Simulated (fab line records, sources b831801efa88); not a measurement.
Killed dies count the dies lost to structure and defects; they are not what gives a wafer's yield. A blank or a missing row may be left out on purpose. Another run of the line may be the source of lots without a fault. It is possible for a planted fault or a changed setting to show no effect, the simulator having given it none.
Struck lot and sound lot, side by side + flow sky130 + 31 steps out of a route of 708
Sound: these wafers, L609.3, L609.5, L609.6. Wafers struck: L614.3, L614.5, L614.6. At the end, the cause is stated.
Each step with rows lists, per side, the tool, then ch with its chambers, then its first start. Under that, the readings that differ: sound wafers + struck wafers + difference of the means + sigmas: that difference in standard deviations of wafers without a fault.
alike: words and numbers the same on both sides, and readings whose means are apart by under 2 such deviations; not compared: readings that were withheld, readings missing a value for some wafer, numbers with overlapping values and no deviation given by the record, and bounds like >300 which may hide the same value.
The two part at a step that has a row with sigmas, a row that says differs or no value, or rows on one side only. Non-overlapping numbers with no deviation appear without sigmas and do not part them. A reading missing from all wafers of one side parts the sides only when that side holds two or more wafers.

first, 1 step without rows for these wafers: SKY_PWDE_IMPLANT_08.
SKY_PWDE_STRIP_09: strips in O2/N2.
  sound on plasma_asher-03 ch 0,1, day 5 19:28; struck on plasma_asher-01 ch 0,1, day 7 00:49
  alike: drypump_motor_current_A, oes_product_au, strip_time_to_endpoint_s
  not compared: rf_hours_counter_h
SKY_PWDE_TW_MEAS_10:
  sound on film_metro-01, day 5 19:34; struck on film_metro-01, day 7 00:55
  alike: PWDE_TW
then, 7 steps without rows for these wafers: SKY_NWELL_DEHYDRATE_03 (time 60 s); SKY_NWELL_HMDS_04 (prime time 60 s); SKY_NWELL_COAT_05 (resist thk 3000 nm); SKY_NWELL_SOFTBAKE_06; SKY_NWELL_EXPOSE_07 (exposes mask NWM, target cd 840 nm); SKY_NWELL_PEB_08; SKY_NWELL_DEVELOP_09 (develop time 60 s).
SKY_NWELL_OVL_MEAS_10:
  sound on overlay-02, day 6 13:58; struck on overlay-01, day 7 21:19
| reading           | sound       | struck         | difference | sigmas |
|-------------------|-------------|----------------|------------|--------|
| NWELL_00_OVL (nm) | 2.1 1.1 2.4 | -2.2 -1.8 -3.0 | -4.2       | -3     |
after that, 1 step had no rows for these wafers: SKY_NWELL_IMPLANT_11.
SKY_NWELL_IMPLANT_12:
  sound on implanter-04 ch 0, day 6 14:11; struck on implanter-04 ch 0, day 7 21:32
| reading            | sound                            | struck                           | difference  | sigmas |
|--------------------|----------------------------------|----------------------------------|-------------|--------|
| dose_ions_cm2      | 1.3016e+12 1.3003e+12 1.3013e+12 | 1.4263e+12 1.4264e+12 1.4268e+12 | +1.2543e+11 | +90    |
| faraday_current_uA | 7.41 7.31 7.37                   | 7.97 7.80 7.92                   | +0.53       | +4     |
after that, 1 step had no rows for these wafers: SKY_NWELL_IMPLANT_13.
SKY_NWELL_STRIP_14: strips in O2/N2.
  sound on plasma_asher-03 ch 0,1, day 6 14:28; struck on plasma_asher-03 ch 0,1, day 7 21:49
  alike: drypump_motor_current_A, oes_product_au, strip_time_to_endpoint_s
  not compared: rf_hours_counter_h
SKY_NWELL_TW_MEAS_15:
  sound on film_metro-01, day 6 14:34; struck on film_metro-01, day 7 21:55
  alike: NWELL_TW
then, 7 steps without rows for these wafers: SKY_NWELL_DEHYDRATE_16 (time 60 s); SKY_NWELL_HMDS_17 (prime time 60 s); SKY_NWELL_COAT_18 (resist thk 3000 nm); SKY_NWELL_SOFTBAKE_19; SKY_NWELL_EXPOSE_20 (exposes mask NWM COMPLEMENT, target cd 840 nm); SKY_NWELL_PEB_21; SKY_NWELL_DEVELOP_22 (develop time 60 s).
SKY_NWELL_OVL_MEAS_23:
  sound on overlay-01, day 7 09:13; struck on overlay-01, day 8 18:07
  alike: NWELL_01_OVL
after that, 1 step had no rows for these wafers: SKY_NWELL_IMPLANT_24.
SKY_NWELL_STRIP_25: strips in O2/N2.
  sound on plasma_asher-03 ch 0,1, day 7 09:26; struck on plasma_asher-04 ch 0,1, day 8 18:19
  alike: drypump_motor_current_A, oes_product_au, strip_time_to_endpoint_s
  not compared: rf_hours_counter_h
SKY_NWELL_TW_MEAS_26:
  sound on film_metro-02, day 7 09:31; struck on film_metro-02, day 8 18:25
  alike: NWELL_2_TW
then, 1 step without rows for these wafers: SKY_NWELL_CLEAN_27 (cleans in SC1/SC2, time 150 s).
SKY_NWELL_RTA_28: time 30 s.
  sound on rtp_anneal-02 ch 0, day 7 09:39; struck on rtp_anneal-02 ch 0, day 8 18:34
  alike: lamp_power_pct, wafer_temp_C_max
SKY_NWELL_RS_MEAS_29: measures by four-point-probe.
  sound on film_metro-01, day 7 09:46; struck on film_metro-02, day 8 18:44
| reading           | sound             | struck            | difference | sigmas |
|-------------------|-------------------|-------------------|------------|--------|
| NWELL_RS (ohm/sq) | 624.7 624.6 623.8 | 620.9 619.5 619.3 | -4.5       | -3     |
-- the record jumps here: 40 days lie between the struck wafers' starts before and after (it left off in module NWELL and takes up again in module PAD_OPEN, whose first step shown is number 708 of the route) --
SKY_PAD_OPEN_PROBE_99:
  sound on prober-01, day 47 18:52; struck on prober-01, day 49 06:33
| reading                                   | sound                   | struck                  | difference | sigmas |
|-------------------------------------------|-------------------------|-------------------------|------------|--------|
| model.etest.pfet_g5v0d10v5.off_log10_a_um | -13.08 -13.17 -13.05    | -12.6 -12.46 -12.78     | +0.5       |        |
| model.etest.pfet_16v.vt_v (V)             | -1.139 -1.129 -1.136    | -1.118 -1.096 -1.106    | +0.028     |        |
| model.etest.pfet_g5v0d10v5.vt_long_v (V)  | -0.9655 -0.9571 -0.9623 | -0.9418 -0.9233 -0.934  | +0.0286    |        |
| model.etest.pfet_01v8_lvt.vt_sat_v (V)    | -0.4743 -0.4773 -0.4742 | -0.4668 -0.4638 -0.4601 | +0.0117    |        |
| model.etest.pfet_01v8_lvt.vt_v (V)        | -0.5632 -0.5645 -0.5617 | -0.5542 -0.5539 -0.5492 | +0.0107    |        |
  alike: killed_at_M0_to_M3, killed_at_M4_up, killed_at_contacts, killed_at_front_end, killed_at_other, killed_dies, killed_open, killed_short
  not compared: model.etest.pfet_01v8_lvt.vt_long_v

== WHERE THEY PART ==
At SKY_NWELL_OVL_MEAS_10 first; at SKY_NWELL_RS_MEAS_29 last (within this record only). Later steps at which nothing parts them and some readings are alike: SKY_PAD_OPEN_PROBE_99.

WHY: what had been put in by the simulator
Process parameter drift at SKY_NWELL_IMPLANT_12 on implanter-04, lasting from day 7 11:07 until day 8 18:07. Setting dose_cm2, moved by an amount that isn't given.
